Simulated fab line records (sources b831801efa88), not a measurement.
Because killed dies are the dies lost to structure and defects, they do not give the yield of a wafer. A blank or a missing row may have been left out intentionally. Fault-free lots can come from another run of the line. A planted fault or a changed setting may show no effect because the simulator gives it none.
Lot-split experiment || flow gf180mcu || 23 wafers read from 5 lots, route of 602 steps

ON THE SPLIT
At GF_STI_CVD_03 (deposits Si3N4 from DCS/NH3, target thk 207.16 nm, time 3551 s), the setting tempC was moved away from the recipe's 770 C on 10 of the 23 wafers read, by -2.4% to +1.4%. The other wafers ran this setting at the recipe's value.

FROM THE SPLIT ON TO THE READING: in between, the file shows 1 step
- GF_STI_THK_MEAS_04

THE READING
oesProductAu, in a.u., at GF_STI_ETCH_13 (etches the open film in CHF3/O2, stops on Si, target depth 282.31 nm, time 112.9 s). Typical for fault-free wafers on this fab line: 0.829 a.u., with standard deviation 0.0058 a.u.

{"wafer": "L077.1", "tool, chamber at the split": "-, -", "tempC as run, C": 770, "against the recipe": "recipe", "oesProductAu, a.u.": 0.827, "against lot-mates on the recipe": "-"}
{"wafer": "L077.2", "tool, chamber at the split": "-, -", "tempC as run, C": 770, "against the recipe": "recipe", "oesProductAu, a.u.": 0.836, "against lot-mates on the recipe": "-"}
{"wafer": "L077.4", "tool, chamber at the split": "-, -", "tempC as run, C": 770, "against the recipe": "recipe", "oesProductAu, a.u.": 0.826, "against lot-mates on the recipe": "-"}
{"wafer": "L077.5", "tool, chamber at the split": "-, -", "tempC as run, C": 770, "against the recipe": "recipe", "oesProductAu, a.u.": 0.829, "against lot-mates on the recipe": "-"}
{"wafer": "L077.6", "tool, chamber at the split": "-, -", "tempC as run, C": 770, "against the recipe": "recipe", "oesProductAu, a.u.": 0.836, "against lot-mates on the recipe": "-"}
{"wafer": "L079.1", "tool, chamber at the split": "-, -", "tempC as run, C": 751.3, "against the recipe": "-2.4%", "oesProductAu, a.u.": 0.691, "against lot-mates on the recipe": "no lot-mate on the recipe"}
{"wafer": "L079.2", "tool, chamber at the split": "-, -", "tempC as run, C": 751.3, "against the recipe": "-2.4%", "oesProductAu, a.u.": 0.683, "against lot-mates on the recipe": "no lot-mate on the recipe"}
{"wafer": "L079.3", "tool, chamber at the split": "-, -", "tempC as run, C": 751.3, "against the recipe": "-2.4%", "oesProductAu, a.u.": 0.692, "against lot-mates on the recipe": "no lot-mate on the recipe"}
{"wafer": "L079.4", "tool, chamber at the split": "-, -", "tempC as run, C": 751.3, "against the recipe": "-2.4%", "oesProductAu, a.u.": 0.682, "against lot-mates on the recipe": "no lot-mate on the recipe"}
{"wafer": "L079.5", "tool, chamber at the split": "-, -", "tempC as run, C": 751.3, "against the recipe": "-2.4%", "oesProductAu, a.u.": 0.684, "against lot-mates on the recipe": "no lot-mate on the recipe"}
{"wafer": "L080.2", "tool, chamber at the split": "-, -", "tempC as run, C": 770, "against the recipe": "recipe", "oesProductAu, a.u.": 0.831, "against lot-mates on the recipe": "-"}
{"wafer": "L080.3", "tool, chamber at the split": "-, -", "tempC as run, C": 770, "against the recipe": "recipe", "oesProductAu, a.u.": 0.840, "against lot-mates on the recipe": "-"}
{"wafer": "L080.4", "tool, chamber at the split": "-, -", "tempC as run, C": 770, "against the recipe": "recipe", "oesProductAu, a.u.": 0.839, "against lot-mates on the recipe": "-"}
{"wafer": "L080.5", "tool, chamber at the split": "-, -", "tempC as run, C": 770, "against the recipe": "recipe", "oesProductAu, a.u.": 0.834, "against lot-mates on the recipe": "-"}
{"wafer": "L080.6", "tool, chamber at the split": "-, -", "tempC as run, C": 770, "against the recipe": "recipe", "oesProductAu, a.u.": 0.838, "against lot-mates on the recipe": "-"}
{"wafer": "L081.1", "tool, chamber at the split": "-, -", "tempC as run, C": 780.8, "against the recipe": "+1.4%", "oesProductAu, a.u.": 0.938, "against lot-mates on the recipe": "no lot-mate on the recipe"}
{"wafer": "L081.2", "tool, chamber at the split": "-, -", "tempC as run, C": 780.8, "against the recipe": "+1.4%", "oesProductAu, a.u.": 0.930, "against lot-mates on the recipe": "no lot-mate on the recipe"}
{"wafer": "L081.3", "tool, chamber at the split": "-, -", "tempC as run, C": 780.8, "against the recipe": "+1.4%", "oesProductAu, a.u.": 0.937, "against lot-mates on the recipe": "no lot-mate on the recipe"}
{"wafer": "L081.4", "tool, chamber at the split": "-, -", "tempC as run, C": 780.8, "against the recipe": "+1.4%", "oesProductAu, a.u.": 0.932, "against lot-mates on the recipe": "no lot-mate on the recipe"}
{"wafer": "L081.5", "tool, chamber at the split": "-, -", "tempC as run, C": 780.8, "against the recipe": "+1.4%", "oesProductAu, a.u.": 0.937, "against lot-mates on the recipe": "no lot-mate on the recipe"}
{"wafer": "L082.2", "tool, chamber at the split": "lpcvd-02, 1", "tempC as run, C": 770, "against the recipe": "recipe", "oesProductAu, a.u.": 0.821, "against lot-mates on the recipe": "-"}
{"wafer": "L082.5", "tool, chamber at the split": "lpcvd-02, 1", "tempC as run, C": 770, "against the recipe": "recipe", "oesProductAu, a.u.": 0.821, "against lot-mates on the recipe": "-"}
{"wafer": "L082.6", "tool, chamber at the split": "lpcvd-02, 1", "tempC as run, C": 770, "against the recipe": "recipe", "oesProductAu, a.u.": 0.834, "against lot-mates on the recipe": "-"}

THE FIT
A straight line over all 23 wafers: oesProductAu changes by +0.0639 a.u. for each +1% of tempC; r = +1.00; the points scatter about the line by 0.0083 a.u.
Too few moved wafers with a lot-mate on the recipe to fit a line net of each lot's own level.

THE WHOLE CHAIN: every reading that the file lists as answering this split, in the file's order
{"step": "GF_STI_CVD_03", "what it does": "deposits Si3N4 from DCS/NH3, target thk 207.16 nm, time 3551 s", "reading": "Si3N4_of_STI_CVD_03.thkNm (the simulator's own value, which no gauge read)", "change (the file's fit)": "+28.8 nm for each +1% of the setting", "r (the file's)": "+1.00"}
{"step": "GF_STI_THK_MEAS_04", "what it does": "", "reading": "STI_CVD_03_THK", "change (the file's fit)": "+28.8 for each +1% of the setting", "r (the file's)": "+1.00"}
{"step": "GF_STI_ETCH_13", "what it does": "etches the open film in CHF3/O2, stops on Si, target depth 282.31 nm, time 112.9 s", "reading": "oesProductAu", "change (the file's fit)": "+0.0639 a.u. for each +1% of the setting", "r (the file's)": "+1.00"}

FILE'S OWN FIT
oesProductAu changes by +0.0639 a.u. for each +1% of tempC, r = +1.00.
